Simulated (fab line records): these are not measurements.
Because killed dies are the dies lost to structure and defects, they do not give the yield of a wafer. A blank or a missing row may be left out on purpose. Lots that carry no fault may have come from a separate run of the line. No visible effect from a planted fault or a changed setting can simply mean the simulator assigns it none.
Comparing a struck lot with a sound one	flow sky130	22 steps out of a route of 708
Sound: the wafers L752.1, L752.3, L752.4. Struck: wafers L767.1, L767.4, L767.5. Last of all comes the cause.
For every step that has rows: the tool of each side, followed by ch and its chambers, followed by its first start. Under that, the readings that differ: sound wafers	struck wafers	difference of the means	sigmas: that difference in standard deviations of wafers without a fault.
alike: same words and numbers on both sides, and readings whose means sit less than 2 such deviations apart. not compared: any withheld reading, any reading some wafer has no value for, any bound like >300 that may hide the same value, and any number with overlapping values for which the record gives no deviation.
The two part at a step that has a row with sigmas, a row that says differs or no value, or rows on one side only. Numbers that don't overlap but have no deviation are shown without sigmas and don't part them. A reading that every wafer of one side lacks parts them only if that side has two wafers or more.

first, 1 step without rows for these wafers: SKY_CAPM_DEVELOP_11 (develop time 60 s).
SKY_CAPM_OVL_MEAS_12:
  sound on overlay-01, day 36 23:01; struck on overlay-02, day 41 19:16
  alike: CAPM_OVL
SKY_CAPM_METAL_ETCH_13: etches TiN in Cl2/BCl3, stops on SiO2, target depth 220 nm, time 62.9 s.
  sound on rie_metal-03 ch 0,1, day 36 23:04; struck on rie_metal-01 ch 0,1, day 41 19:18
  alike: bias_w, chamber_pressure_mTorr, drypump_motor_current_A, oes_product_au, throttle_valve_pct
  not compared: rf_hours_counter_h
SKY_CAPM_STRIP_14: strips in O2/N2.
  sound on plasma_asher-04 ch 0,1, day 36 23:08; struck on plasma_asher-01 ch 0,1, day 41 19:23
  alike: chamber_pressure_mTorr, drypump_motor_current_A, oes_product_au, strip_time_to_endpoint_s
  not compared: rf_hours_counter_h
then, 8 steps without rows for these wafers: SKY_CAPM_STRIP_15 (strips in post etch residue remover, time 1200 s); SKY_CAPM_CLEAN_16 (cleans in IPA, time 180 s); SKY_CAPM_CLEAN_17 (cleans in O3/DIW); SKY_METAL3_DEHYDRATE_05 (time 60 s); SKY_METAL3_HMDS_06 (prime time 60 s); SKY_METAL3_COAT_07 (resist thk 60 nm); SKY_METAL3_COAT_08 (resist thk 1140 nm); SKY_METAL3_SOFTBAKE_09 (time 90 s).
SKY_METAL3_EXPOSE_10: exposes mask MM3, target cd 300 nm.
  sound on krf_scanner-02 ch 0, day 37 12:49; struck on krf_scanner-01 ch 0, day 42 07:40
reading	sound	struck	difference	sigmas
exposure_dose_mJ_cm2	27.99 27.99 27.98	27.08 27.07 27.12	-0.90	-30
  alike: mask
then, 2 steps without rows for these wafers: SKY_METAL3_PEB_11; SKY_METAL3_DEVELOP_12 (develop time 60 s).
SKY_METAL3_CD_MEAS_13 targets a cd of 300 nm.
  sound on cd_sem-02, day 38 01:13; struck on cd_sem-01, day 42 18:54
reading	sound	struck	difference	sigmas
cd_nm (nm)	301.1 298.6 298.6	303.8 304.3 304.7	+4.8	+3
SKY_METAL3_OVL_MEAS_14:
  sound on overlay-02, day 38 01:20; struck on overlay-01, day 42 19:01
  alike: METAL3_OVL
SKY_METAL3_DESCUM_15: chemistry O2, time 8 s.
  sound on rie_metal-02 ch 0,1, day 38 01:22; struck on rie_metal-04 ch 0,1, day 42 19:04
reading	sound	struck	difference	sigmas
model.METAL3.cd_nm (nm)	300.8 298.5 299.3	304.2 304.4 305	+5.0	
  alike: chamber_pressure_mTorr, drypump_motor_current_A, oes_product_au
  not compared: rf_hours_counter_h
SKY_METAL3_ETCH_16: etches BARC in N2/H2, stops on SiO2, time 88.2 s, target depth 60 nm.
  sound on rie_metal-02 ch 0,1, day 38 01:24; struck on rie_metal-04 ch 0,1, day 42 19:05
  alike: bias_w, chamber_pressure_mTorr, drypump_motor_current_A, oes_product_au, throttle_valve_pct
  not compared: rf_hours_counter_h
SKY_METAL3_ETCH_17: etches SiO2 in C4F8/O2/Ar, stops on TiN, time 3.9 s, target depth 15 nm.
  sound on rie_diel-03 ch 1,2,3, day 38 01:30; struck on rie_diel-03 ch 1,2,3, day 42 19:11
  alike: bias_w, chamber_pressure_mTorr, oes_product_au
  not compared: rf_hours_counter_h, model.METAL3.cd_nm
SKY_METAL3_METAL_ETCH_18: etches the open film in Cl2/BCl3, stops on SiO2, target depth 845 nm, time 183.1 s.
  sound on rie_metal-04 ch 1, day 38 01:31; struck on rie_metal-01 ch 0,1, day 42 19:12
  alike: bias_w, chamber_pressure_mTorr, drypump_motor_current_A, oes_product_au, throttle_valve_pct
  not compared: rf_hours_counter_h
-- the record jumps here: 6 days lie between the struck wafers' starts before and after (it left off in module METAL3 and takes up again in module PAD_OPEN, whose first step shown is number 708 of the route) --
SKY_PAD_OPEN_PROBE_99:
  only the struck wafers here have rows in the record (prober-02, day 49 03:37); the sound ones have none

WHERE THEY PART
Earliest at SKY_METAL3_EXPOSE_10; latest, in this record, at SKY_PAD_OPEN_PROBE_99.

WHY: whatever the simulator had introduced
Process parameter drift: krf_scanner-01, from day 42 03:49 on, at SKY_METAL3_EXPOSE_10. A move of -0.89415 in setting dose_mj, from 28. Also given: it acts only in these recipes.
